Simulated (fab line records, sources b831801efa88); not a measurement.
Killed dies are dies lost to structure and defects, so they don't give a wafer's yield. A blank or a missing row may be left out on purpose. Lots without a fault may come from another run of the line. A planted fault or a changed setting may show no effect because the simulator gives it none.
fab line records | flow sky130
record lots=14 wafers=42 last_day=50
route steps=708 shown NWELL@34 PWDE@51 PAD_OPEN@708
lots that met no fault: from a run of the same line without faults
start_h: hours from the record's first day to the start of the lot's first wafer shown | wait_h: hours since the lot's step before | " the same as in the row above | L1.1+2: a row that stands for several wafers | - no value, or no start given | * or withheld: withheld | < > ~ a bound
route shown NAME@n: a module of which the file shows steps, and the number in the route of the first | usual: mean/standard deviation of fault-free wafers | same: alike in all rows | chamber/n: place in a boat | sites: the reading at each site | _std_site: their standard deviation | _edge_site: outer sites' mean less inner sites' | radius_mm: how far each site lies from the wafer's centre | mask NAME#n: copy n | behind: the tool/chamber that last shaped the wafer | hold: why the lot was held/for how many hours/how that ended | device: the transistor (n, p or np) that didn't switch | end of line: the same wafers' tests at the end of the route | a step without rows: its recipe alone | killed: dies lost to structure and defects at the first sort, not the wafer's yield | map: a wafer's dies, x killed, . not, _ none there
set.NAME: the setting as run; set.NAME@STEP: as run at that earlier step | model.NAME: the simulator's own value behind a step, which no gauge read
steps of the route over a sample of lots; a table a step, a row a wafer
services: from which hour (start_h, from the record's first day; less than 0 if before it) a tool's chamber was out of use, for how many hours, and why
## steps
# step SKY_NWELL_THK_MEAS_02
# recipe reads=SiO2_of_NWELL_OXIDATION_01
# usual NWELL_OXIDATION_THK=9.91/0.17
# columns lot.wafer tool chamber start_h wait_h NWELL_OXIDATION_THK[nm]
L540.2 film_metro-03 - 41.41 0.0 9.59
L540.3 " - " " 9.68
L540.4 " - " " 9.69
L541.4 film_metro-04 - 47.09 0.0 9.66
L541.5 " - " " 9.57
L541.6 " - " " 9.66
L542.1 film_metro-04 - 51.32 0.0 9.83
L542.2 " - " " 9.93
L542.4 " - " " 10.08
L543.1 film_metro-03 - 55.39 0.0 9.84
L543.2 " - " " 9.90
L543.5 " - " " 9.80
L544.1 film_metro-04 - 59.65 0.0 9.75
L544.2 " - " " 9.86
L544.3 " - " " 9.56
L545.2 film_metro-02 - 63.94 0.0 10.05
L545.3 " - " " 9.97
L545.6 " - " " 10.08
L546.1 film_metro-02 - 71.29 0.0 10.00
L546.3 " - " " 10.03
L546.6 " - " " 10.16
L547.4 film_metro-04 - 74.06 0.0 10.02
L547.5 " - " " 9.89
L547.6 " - " " 10.04
L555.4 film_metro-02 - 115.10 0.0 10.15
L555.5 " - " " 10.14
L555.6 " - " " 10.25
L556.1 film_metro-03 - 124.91 0.0 9.88
L556.5 " - " " 9.76
L556.6 " - " " 9.76
L558.1 film_metro-03 - 133.73 0.0 9.66
L558.4 " - " " 9.55
L558.5 " - " " 9.76
L560.1 film_metro-02 - 142.76 0.0 10.06
L560.3 " - " " 10.06
L560.4 " - " " 9.98
L561.1 film_metro-03 - 149.32 0.0 9.67
L561.3 " - " " 9.69
L561.6 " - " " 9.63
L562.1 film_metro-04 - 159.30 0.0 10.19
L562.2 " - " " 9.98
L562.3 " - " " 10.24
# step SKY_PWDE_DEVELOP_06
# recipe wall_angle_deg=90 developer=TMAH develop_time_s=60 dev_temp_c=23
# usual developer_temp_C=23.00/0.091
# columns lot.wafer tool chamber start_h wait_h developer_temp_C
L540.2 litho_track-03 0 73 - 23.01
L540.3 " 0 " " 22.95
L540.4 " 0 " " 22.99
L541.4 litho_track-03 0 78 - 22.98
L541.5 " 0 " " 22.90
L541.6 " 0 " " 22.88
L542.1 litho_track-03 0 84 - 22.97
L542.2 " 0 " " 23.06
L542.4 " 0 " " 22.74
L543.1 litho_track-02 0 87 - 23.10
L543.2 " 0 " " 22.97
L543.5 " 0 " " 22.95
L544.1 litho_track-03 0 93 - 22.99
L544.2 " 0 " " 22.83
L544.3 " 0 " " 23.07
L545.2 litho_track-04 0 97 - 22.90
L545.3 " 0 " " 22.92
L545.6 " 0 " " 22.99
L546.1 litho_track-04 0 105 - 22.89
L546.3 " 0 " " 23.07
L546.6 " 0 " " 22.94
L547.4 litho_track-03 0 107 - 23.07
L547.5 " 0 " " 23.07
L547.6 " 0 " " 23.07
L555.4 litho_track-02 0 152 - 23.87
L555.5 " 0 " " 23.96
L555.6 " 0 " " 23.92
L556.1 litho_track-02 0 163 - 23.89
L556.5 " 0 " " 23.90
L556.6 " 0 " " 23.98
L558.1 litho_track-03 0 172 - 23.09
L558.4 " 0 " " 23.11
L558.5 " 0 " " 22.90
L560.1 litho_track-03 0 181 - 23.10
L560.3 " 0 " " 23.11
L560.4 " 0 " " 23.03
L561.1 litho_track-04 0 189 - 23.08
L561.3 " 0 " " 22.93
L561.6 " 0 " " 22.89
L562.1 litho_track-03 0 199 - 23.19
L562.2 " 0 200 - 23.08
L562.3 " 0 " " 23.19
# step SKY_NWELL_OVL_MEAS_23
# usual NWELL_01_OVL=-0.3/1.5
# columns lot.wafer tool chamber start_h wait_h NWELL_01_OVL[nm]
L540.2 overlay-02 - 108.58 - -0.3
L540.3 " - " " 0.9
L540.4 " - " " 0.4
L541.4 overlay-02 - 113.74 - 1.6
L541.5 " - " " 0.8
L541.6 " - " " -0.1
L542.1 overlay-02 - 120.72 - 0.4
L542.2 " - " " 1.5
L542.4 " - " " -1.2
L543.1 overlay-02 - 122.62 - 0.1
L543.2 " - " " 0.9
L543.5 " - " " 1.8
L544.1 overlay-02 - 130.53 - -0.9
L544.2 " - " " -2.2
L544.3 " - " " -1.8
L545.2 overlay-01 - 134.98 - -2.2
L545.3 " - " " -0.2
L545.6 " - " " 0.2
L546.1 overlay-01 - 143.23 - 1.7
L546.3 " - " " -0.3
L546.6 " - " " -1.7
L547.4 overlay-01 - 144.85 - -1.1
L547.5 " - " " 0.6
L547.6 " - " " -1.8
L555.4 overlay-01 - 193.19 - -4.4
L555.5 " - " " -1.8
L555.6 " - " " -0.7
L556.1 overlay-01 - 205.62 - -0.3
L556.5 " - " " 0.7
L556.6 " - " " -0.6
L558.1 overlay-01 - 217.57 - 2.0
L558.4 " - " " 1.1
L558.5 " - " " 1.0
L560.1 overlay-02 - 225.92 - 2.7
L560.3 " - " " 2.1
L560.4 " - " " 2.0
L561.1 overlay-02 - 234.67 - 0.2
L561.3 " - " " 0.9
L561.6 " - " " -0.4
L562.1 overlay-01 - 246.12 - -1.6
L562.2 " - " " 0.0
L562.3 " - " " -1.3
# step SKY_NWELL_RTA_28
# recipe temp_c=1050 time_s=30 idle_temp_c=650 ramp_up_c_per_s=150 ramp_down_c_per_s=90 ambient=N2
# usual lamp_power_pct=25.30/0.057 wafer_temp_C_max=1054.9/1.1
# columns lot.wafer tool chamber start_h wait_h lamp_power_pct wafer_temp_C_max
L540.2 rtp_anneal-02 0 108.99 0.0 25.36 1055.5
L540.3 " 0 " " 25.22 1056.3
L540.4 " 0 " " 25.32 1054.8
L541.4 rtp_anneal-02 0 114.17 0.1 25.19 1053.7
L541.5 " 0 " " 25.24 1054.6
L541.6 " 0 " " 25.31 1056.0
L542.1 rtp_anneal-01 0 121.12 0.0 25.35 1054.1
L542.2 " 0 " " 25.37 1055.1
L542.4 " 0 " " 25.29 1055.7
L543.1 rtp_anneal-02 0 123.02 0.0 25.30 1054.9
L543.2 " 0 " " 25.30 1053.7
L543.5 " 0 " " 25.27 1054.1
L544.1 rtp_anneal-01 0 130.94 0.0 25.38 1054.8
L544.2 " 0 " " 25.32 1054.8
L544.3 " 0 " " 25.29 1056.8
L545.2 rtp_anneal-02 0 135.39 0.0 25.37 1055.5
L545.3 " 0 " " 25.27 1056.4
L545.6 " 0 " " 25.39 1055.4
L546.1 rtp_anneal-02 0 143.63 0.0 25.25 1054.7
L546.3 " 0 " " 25.34 1054.9
L546.6 " 0 " " 25.33 1055.0
L547.4 rtp_anneal-01 0 145.28 0.1 25.31 1054.0
L547.5 " 0 " " 25.28 1056.2
L547.6 " 0 " " 25.21 1054.8
L555.4 rtp_anneal-01 0 193.62 0.1 25.37 1055.2
L555.5 " 0 " " 25.41 1056.6
L555.6 " 0 " " 25.27 1056.3
L556.1 rtp_anneal-01 0 206.02 0.0 25.26 1056.1
L556.5 " 0 " " 25.32 1056.0
L556.6 " 0 " " 25.23 1055.1
L558.1 rtp_anneal-01 0 217.97 0.0 25.32 1055.5
L558.4 " 0 " " 25.35 1054.7
L558.5 " 0 " " 25.21 1054.1
L560.1 rtp_anneal-01 0 226.33 0.0 25.17 1053.6
L560.3 " 0 " " 25.27 1054.6
L560.4 " 0 " " 25.31 1055.5
L561.1 rtp_anneal-02 0 235.12 0.0 25.36 1054.7
L561.3 " 0 " " 25.32 1055.1
L561.6 " 0 " " 25.39 1053.4
L562.1 rtp_anneal-02 0 246.52 0.0 25.35 1054.6
L562.2 " 0 " " 25.41 1053.0
L562.3 " 0 " " 25.24 1055.1
# step SKY_PAD_OPEN_PROBE_99
# usual killed_at_M0_to_M3=44/7 killed_at_M4_up=3.4/1.7 killed_at_contacts=24/4.9 killed_at_front_end=15/4.5 killed_at_other=0.4/0.61 killed_dies=86/9.7 killed_open=47/7.1 killed_short=39/6.1
# same gross_dies=492 killed_at_back_side=0
# columns lot.wafer tool chamber start_h wait_h killed_at_M0_to_M3 killed_at_M4_up killed_at_contacts killed_at_front_end killed_at_other killed_dies killed_open killed_short
L541.4 prober-02 - 1087.61 0.2 47 3 22 17 1 90 53 37
L541.5 prober-02 - 1087.66 0.2 57 0 28 16 0 101 54 47
L541.6 prober-02 - 1087.71 0.2 39 3 25 22 0 89 49 40
L540.2 prober-01 - 1089.41 0.1 35 4 24 12 0 75 46 29
L540.3 prober-01 - 1089.46 0.2 43 3 19 16 0 81 44 37
L540.4 prober-01 - 1089.51 0.2 48 2 24 8 0 82 50 32
L542.1 prober-01 - 1096.28 0.1 42 3 17 19 0 81 38 43
L542.2 prober-01 - 1096.33 0.1 63 3 21 23 0 110 53 57
L542.4 prober-01 - 1096.43 0.2 48 3 20 19 0 90 49 40
L543.1 prober-02 - 1102.49 0.1 38 3 27 10 0 78 45 33
L543.2 prober-02 - 1102.54 0.1 49 2 22 5 1 79 44 35
L543.5 prober-02 - 1102.69 0.2 31 2 22 11 0 66 35 31
L544.1 prober-01 - 1107.14 0.1 39 4 27 14 0 84 48 35
L544.2 prober-01 - 1107.19 0.1 47 4 25 21 1 98 52 44
L544.3 prober-01 - 1107.24 0.2 53 5 20 21 0 99 57 41
L545.2 prober-01 - 1110.89 0.1 45 0 35 16 1 97 55 40
L545.3 prober-01 - 1110.94 0.2 60 3 30 14 0 107 68 38
L545.6 prober-01 - 1111.09 0.2 42 4 25 25 0 96 52 43
L546.1 prober-02 - 1119.20 0.1 34 2 26 11 2 75 45 30
L546.3 prober-02 - 1119.30 0.2 41 0 28 15 2 86 49 36
L546.6 prober-02 - 1119.45 0.2 44 0 24 12 0 80 36 43
L547.4 prober-01 - 1120.71 0.2 48 6 26 11 0 91 54 37
L547.5 prober-01 - 1120.76 0.2 41 4 16 12 0 73 34 39
L547.6 prober-01 - 1120.81 0.2 47 2 21 15 1 86 47 39
L555.4 prober-01 - 1169.44 0.2 40 5 28 16 0 89 44 45
L555.5 prober-01 - 1169.49 0.2 42 4 23 10 1 80 48 32
L555.6 prober-01 - 1169.54 0.2 44 2 36 13 0 95 49 46
L556.1 prober-02 - 1174.85 0.1 29 4 29 16 1 79 42 36
L556.5 prober-02 - 1175.05 0.2 43 5 31 19 0 98 61 37
L556.6 prober-02 - 1175.10 0.2 33 5 12 10 2 62 28 33
L558.1 prober-01 - 1181.48 0.1 37 5 31 17 0 90 52 37
L558.4 prober-01 - 1181.63 0.2 62 4 22 22 1 111 60 51
L558.5 prober-01 - 1181.68 0.2 51 3 23 17 0 94 52 41
L560.1 prober-02 - 1184.89 0.1 47 4 36 15 0 102 61 41
L560.3 prober-02 - 1184.99 0.2 46 2 26 23 0 97 51 46
L560.4 prober-02 - 1185.04 0.2 35 3 21 10 1 70 38 31
L561.1 prober-01 - 1194.88 0.1 42 4 22 14 0 82 40 42
L561.3 prober-01 - 1194.98 0.2 51 4 17 14 0 86 44 42
L561.6 prober-01 - 1195.13 0.2 55 2 20 10 0 87 40 47
L562.1 prober-02 - 1202.84 0.1 41 4 32 13 0 90 55 35
L562.2 prober-02 - 1202.89 0.1 36 3 21 17 0 77 38 39
L562.3 prober-02 - 1202.94 0.2 28 3 24 13 0 68 38 30
# killed by level:class
L541.4 VIA2:geometric_particle:open=12 VIA1:geometric_particle:open=11 CONTACT:geometric_particle:open=8 FIELD_ISO:geometric_particle:open=5 LI_CONTACT:geometric_particle:open=5 METAL2:geometric_particle:short=5 FIELD_ISO:geometric_particle:short=4 CONTACT:geometric_particle:short=4
L541.5 VIA1:geometric_particle:open=13 LI_CONTACT:geometric_particle:open=11 VIA3:geometric_particle:open=8 CONTACT:geometric_particle:open=7 METAL3:geometric_particle:short=6 VIA2:geometric_particle:open=5 VIA1:geometric_particle:short=5 METAL2:geometric_particle:short=5
L541.6 VIA1:geometric_particle:open=9 CONTACT:geometric_particle:open=8 FIELD_ISO:geometric_particle:open=7 LI_CONTACT:geometric_particle:open=7 VIA2:geometric_particle:short=5 LOCAL_INTERCONNECT:geometric_particle:short=5 VIA3:geometric_particle:short=5 VIA3:geometric_particle:open=5
L540.2 CONTACT:geometric_particle:open=12 VIA3:geometric_particle:open=8 VIA1:geometric_particle:open=7 FIELD_ISO:geometric_particle:open=5 CONTACT:geometric_particle:short=5 METAL1:geometric_particle:short=5 LI_CONTACT:geometric_particle:open=4 VIA3:geometric_particle:short=4
L540.3 VIA1:geometric_particle:open=11 CONTACT:geometric_particle:open=11 VIA3:geometric_particle:open=10 METAL2:geometric_particle:short=7 FIELD_ISO:geometric_particle:short=5 VIA1:geometric_particle:short=5 POLY_GATE:geometric_particle:short=4 LI_CONTACT:geometric_particle:open=4
L540.4 VIA1:geometric_particle:open=13 CONTACT:geometric_particle:open=11 METAL1:geometric_particle:short=8 VIA2:geometric_particle:open=8 LI_CONTACT:geometric_particle:open=5 CONTACT:geometric_particle:short=4 VIA2:geometric_particle:short=4 VIA3:geometric_particle:open=4
L542.1 VIA1:geometric_particle:open=9 CONTACT:geometric_particle:open=7 METAL2:geometric_particle:short=6 VIA3:geometric_particle:open=6 CONTACT:geometric_particle:short=5 VIA1:geometric_particle:short=5 FIELD_ISO:geometric_particle:short=4 POLY_GATE:geometric_particle:short=4
L542.2 VIA1:geometric_particle:open=13 METAL2:geometric_particle:short=10 VIA2:geometric_particle:open=9 FIELD_ISO:geometric_particle:short=8 CONTACT:geometric_particle:open=8 FIELD_ISO:geometric_particle:open=7 METAL3:geometric_particle:short=6 METAL1:geometric_particle:short=6
L542.4 VIA1:geometric_particle:open=9 METAL2:geometric_particle:short=9 CONTACT:geometric_particle:open=9 VIA2:geometric_particle:open=8 VIA3:geometric_particle:open=8 FIELD_ISO:geometric_particle:short=7 POLY_GATE:geometric_particle:short=4 LI_CONTACT:geometric_particle:open=4
L543.1 CONTACT:geometric_particle:short=10 VIA2:geometric_particle:open=10 LI_CONTACT:geometric_particle:open=7 VIA3:geometric_particle:open=7 VIA1:geometric_particle:open=6 CONTACT:geometric_particle:open=5 METAL1:geometric_particle:short=4 LI_CONTACT:geometric_particle:short=4
L543.2 VIA1:geometric_particle:open=12 VIA3:geometric_particle:open=10 CONTACT:geometric_particle:open=8 CONTACT:geometric_particle:short=6 VIA1:geometric_particle:short=6 VIA2:geometric_particle:open=5 METAL1:geometric_particle:short=5 METAL2:geometric_particle:short=5
L543.5 CONTACT:geometric_particle:short=8 LI_CONTACT:geometric_particle:open=7 VIA1:geometric_particle:open=7 VIA3:geometric_particle:open=7 VIA2:geometric_particle:open=4 POLY_GATE:geometric_particle:short=3 CONTACT:geometric_particle:open=3 METAL1:geometric_particle:short=3
L544.1 CONTACT:geometric_particle:open=9 LI_CONTACT:geometric_particle:open=8 VIA1:geometric_particle:open=8 METAL2:geometric_particle:short=7 FIELD_ISO:geometric_particle:open=6 VIA3:geometric_particle:open=5 CONTACT:geometric_particle:short=5 METAL1:geometric_particle:short=5
L544.2 VIA1:geometric_particle:open=13 CONTACT:geometric_particle:open=12 FIELD_ISO:geometric_particle:short=8 VIA3:geometric_particle:open=7 CONTACT:geometric_particle:short=5 METAL1:geometric_particle:short=5 VIA1:geometric_particle:short=5 LI_CONTACT:geometric_particle:open=4
L544.3 VIA1:geometric_particle:open=10 POLY_GATE:geometric_particle:open=9 VIA2:geometric_particle:open=8 VIA3:geometric_particle:open=7 CONTACT:geometric_particle:short=6 FIELD_ISO:geometric_particle:short=4 FIELD_ISO:geometric_particle:open=4 LI_CONTACT:geometric_particle:open=4
L545.2 VIA3:geometric_particle:open=13 CONTACT:geometric_particle:open=12 VIA2:geometric_particle:open=5 CONTACT:geometric_particle:short=5 LI_CONTACT:geometric_particle:open=5 LOCAL_INTERCONNECT:geometric_particle:short=5 VIA1:geometric_particle:open=5 FIELD_ISO:geometric_particle:open=4
L545.3 VIA1:geometric_particle:open=16 CONTACT:geometric_particle:open=12 LI_CONTACT:geometric_particle:open=9 VIA3:geometric_particle:open=9 METAL1:geometric_particle:short=7 VIA2:geometric_particle:open=7 FIELD_ISO:geometric_particle:open=6 LOCAL_INTERCONNECT:geometric_particle:short=5
L545.6 VIA1:geometric_particle:open=16 CONTACT:geometric_particle:open=8 FIELD_ISO:geometric_particle:short=7 POLY_GATE:geometric_particle:open=6 VIA3:geometric_particle:open=6 CONTACT:geometric_particle:short=6 LI_CONTACT:geometric_particle:open=5 POLY_GATE:geometric_particle:short=5
L546.1 CONTACT:geometric_particle:open=12 CONTACT:geometric_particle:short=6 VIA1:geometric_particle:open=6 VIA2:geometric_particle:open=6 FIELD_ISO:geometric_particle:open=5 VIA1:geometric_particle:short=4 LI_CONTACT:geometric_particle:open=4 METAL1:geometric_particle:short=4
L546.3 CONTACT:geometric_particle:open=9 VIA1:geometric_particle:open=9 VIA3:geometric_particle:open=8 LI_CONTACT:geometric_particle:open=7 METAL1:geometric_particle:short=6 CONTACT:geometric_particle:short=6 VIA1:geometric_particle:short=5 VIA2:geometric_particle:open=4
L546.6 CONTACT:geometric_particle:short=11 VIA1:geometric_particle:open=10 VIA1:geometric_particle:short=8 CONTACT:geometric_particle:open=7 METAL2:geometric_particle:short=6 VIA2:geometric_particle:open=5 VIA3:geometric_particle:open=5 FIELD_ISO:geometric_particle:open=3
L547.4 VIA1:geometric_particle:open=14 CONTACT:geometric_particle:open=13 VIA3:geometric_particle:open=10 CONTACT:geometric_particle:short=9 VIA2:geometric_particle:open=6 METAL2:geometric_particle:short=5 METAL1:geometric_particle:short=4 VIA1:geometric_particle:short=4
L547.5 CONTACT:geometric_particle:short=8 VIA1:geometric_particle:open=8 VIA1:geometric_particle:short=6 VIA2:geometric_particle:open=6 VIA3:geometric_particle:open=5 POLY_GATE:geometric_particle:short=4 METAL2:geometric_particle:short=4 METAL3:geometric_particle:short=4
L547.6 VIA1:geometric_particle:open=13 CONTACT:geometric_particle:open=7 CONTACT:geometric_particle:short=7 VIA1:geometric_particle:short=7 FIELD_ISO:geometric_particle:open=6 VIA2:geometric_particle:open=6 VIA3:geometric_particle:open=5 FIELD_ISO:geometric_particle:short=4
L555.4 CONTACT:geometric_particle:open=14 METAL2:geometric_particle:short=7 FIELD_ISO:geometric_particle:short=6 VIA1:geometric_particle:short=6 VIA3:geometric_particle:open=6 LI_CONTACT:geometric_particle:short=5 METAL1:geometric_particle:short=5 POLY_GATE:geometric_particle:open=4
L555.5 LI_CONTACT:geometric_particle:open=11 VIA3:geometric_particle:open=11 CONTACT:geometric_particle:open=9 VIA1:geometric_particle:open=7 VIA1:geometric_particle:short=5 METAL4:geometric_particle:short=4 METAL2:geometric_particle:short=4 VIA2:geometric_particle:open=4
L555.6 CONTACT:geometric_particle:open=11 VIA3:geometric_particle:open=10 LOCAL_INTERCONNECT:geometric_particle:short=9 CONTACT:geometric_particle:short=8 LI_CONTACT:geometric_particle:open=6 METAL1:geometric_particle:short=6 VIA2:geometric_particle:open=6 VIA1:geometric_particle:open=5
L556.1 LI_CONTACT:geometric_particle:open=11 LOCAL_INTERCONNECT:geometric_particle:short=7 VIA3:geometric_particle:open=7 POLY_GATE:geometric_particle:open=6 CONTACT:geometric_particle:short=6 FIELD_ISO:geometric_particle:short=4 METAL2:geometric_particle:short=4 VIA2:geometric_particle:open=4
L556.5 LI_CONTACT:geometric_particle:open=12 CONTACT:geometric_particle:open=12 VIA1:geometric_particle:open=9 VIA3:geometric_particle:open=9 POLY_GATE:geometric_particle:open=7 VIA1:geometric_particle:short=6 METAL3:geometric_particle:short=5 FIELD_ISO:geometric_particle:open=3
L556.6 VIA1:geometric_particle:open=7 CONTACT:geometric_particle:short=6 VIA1:geometric_particle:short=6 VIA2:geometric_particle:open=5 FIELD_ISO:geometric_particle:short=4 POLY_GATE:geometric_particle:short=3 LI_CONTACT:geometric_particle:open=3 CONTACT:geometric_particle:open=3
L558.1 CONTACT:geometric_particle:open=15 VIA1:geometric_particle:open=8 LI_CONTACT:geometric_particle:open=6 VIA3:geometric_particle:open=6 VIA2:geometric_particle:open=5 CONTACT:geometric_particle:short=4 VIA1:geometric_particle:short=4 VIA3:geometric_particle:short=4
L558.4 VIA1:geometric_particle:open=17 CONTACT:geometric_particle:open=11 METAL1:geometric_particle:short=8 METAL2:geometric_particle:short=8 FIELD_ISO:geometric_particle:open=7 VIA3:geometric_particle:open=7 POLY_GATE:geometric_particle:short=6 LI_CONTACT:geometric_particle:open=5
L558.5 CONTACT:geometric_particle:open=12 VIA1:geometric_particle:open=11 METAL1:geometric_particle:short=8 VIA3:geometric_particle:open=7 VIA2:geometric_particle:open=6 FIELD_ISO:geometric_particle:open=5 LI_CONTACT:geometric_particle:open=5 FIELD_ISO:geometric_particle:short=4
L560.1 CONTACT:geometric_particle:open=15 VIA1:geometric_particle:open=13 VIA2:geometric_particle:open=10 VIA3:geometric_particle:open=8 POLY_GATE:geometric_particle:short=6 LOCAL_INTERCONNECT:geometric_particle:short=6 LI_CONTACT:geometric_particle:open=5 POLY_GATE:geometric_particle:open=4
L560.3 VIA1:geometric_particle:open=11 LI_CONTACT:geometric_particle:open=10 VIA1:geometric_particle:short=10 METAL1:geometric_particle:short=9 CONTACT:geometric_particle:open=8 FIELD_ISO:geometric_particle:open=7 METAL2:geometric_particle:short=7 FIELD_ISO:geometric_particle:short=5
L560.4 VIA1:geometric_particle:open=10 CONTACT:geometric_particle:open=9 METAL1:geometric_particle:short=6 LI_CONTACT:geometric_particle:open=5 VIA1:geometric_particle:short=5 METAL3:geometric_particle:short=3 VIA3:geometric_particle:open=3 FIELD_ISO:geometric_particle:short=2
L561.1 VIA1:geometric_particle:open=9 LOCAL_INTERCONNECT:geometric_particle:short=6 LI_CONTACT:geometric_particle:short=6 CONTACT:geometric_particle:open=6 METAL1:geometric_particle:short=6 VIA2:geometric_particle:open=6 VIA3:geometric_particle:open=5 POLY_GATE:geometric_particle:open=4
L561.3 VIA2:geometric_particle:open=11 CONTACT:geometric_particle:short=6 METAL1:geometric_particle:short=6 CONTACT:geometric_particle:open=5 METAL2:geometric_particle:short=5 VIA1:geometric_particle:open=5 VIA1:geometric_particle:short=5 POLY_GATE:geometric_particle:short=4
L561.6 VIA1:geometric_particle:open=11 METAL1:geometric_particle:short=8 VIA2:geometric_particle:open=8 CONTACT:geometric_particle:open=7 VIA1:geometric_particle:short=6 VIA3:geometric_particle:open=6 LI_CONTACT:geometric_particle:short=5 LOCAL_INTERCONNECT:geometric_particle:short=5
L562.1 LI_CONTACT:geometric_particle:open=13 VIA1:geometric_particle:open=9 VIA3:geometric_particle:open=9 CONTACT:geometric_particle:open=7 VIA2:geometric_particle:open=7 FIELD_ISO:geometric_particle:open=5 LOCAL_INTERCONNECT:geometric_particle:short=5 POLY_GATE:geometric_particle:short=4
L562.2 METAL1:geometric_particle:short=8 CONTACT:geometric_particle:open=7 VIA1:geometric_particle:short=7 VIA1:geometric_particle:open=6 FIELD_ISO:geometric_particle:short=5 LI_CONTACT:geometric_particle:open=5 VIA3:geometric_particle:open=5 POLY_GATE:geometric_particle:open=4
L562.3 LI_CONTACT:geometric_particle:open=8 CONTACT:geometric_particle:open=8 FIELD_ISO:geometric_particle:short=6 VIA1:geometric_particle:open=5 METAL1:geometric_particle:short=5 METAL2:geometric_particle:short=4 VIA2:geometric_particle:open=4 POLY_GATE:geometric_particle:open=3
## services
# columns tool chamber start_h hours kind
litho_track-02 - 63.09 - consumable_replace:filter
## key
first_sign step=SKY_PWDE_DEVELOP_06 reading=developer_temp_C direction=up sigmas=10 usual=* struck=*
effect none on later readings
met_at SKY_PWDE_DEVELOP_06
struck_lots L555,L556
tester_left_out L555,L556
not_acting_at SKY_NWELL_THK_MEAS_02,SKY_NWELL_OVL_MEAS_23,SKY_NWELL_RTA_28
onset_between 87 152
fault kind=process_parameter_drift tool=litho_track-02 chamber=- onset_h=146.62 steps=SKY_PWDE_DEVELOP_06 channel=dev_temp_c offset=* shape=step end_h=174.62 acts_in=* stated=*
# tester_left_out: of these lots the tester's yield and bins aren't shown, on N5 and GAA mostly nor the transistor test; their killed dies are dies lost to structure and defects alone, not to doping, threshold or leakage, so they don't give the yield
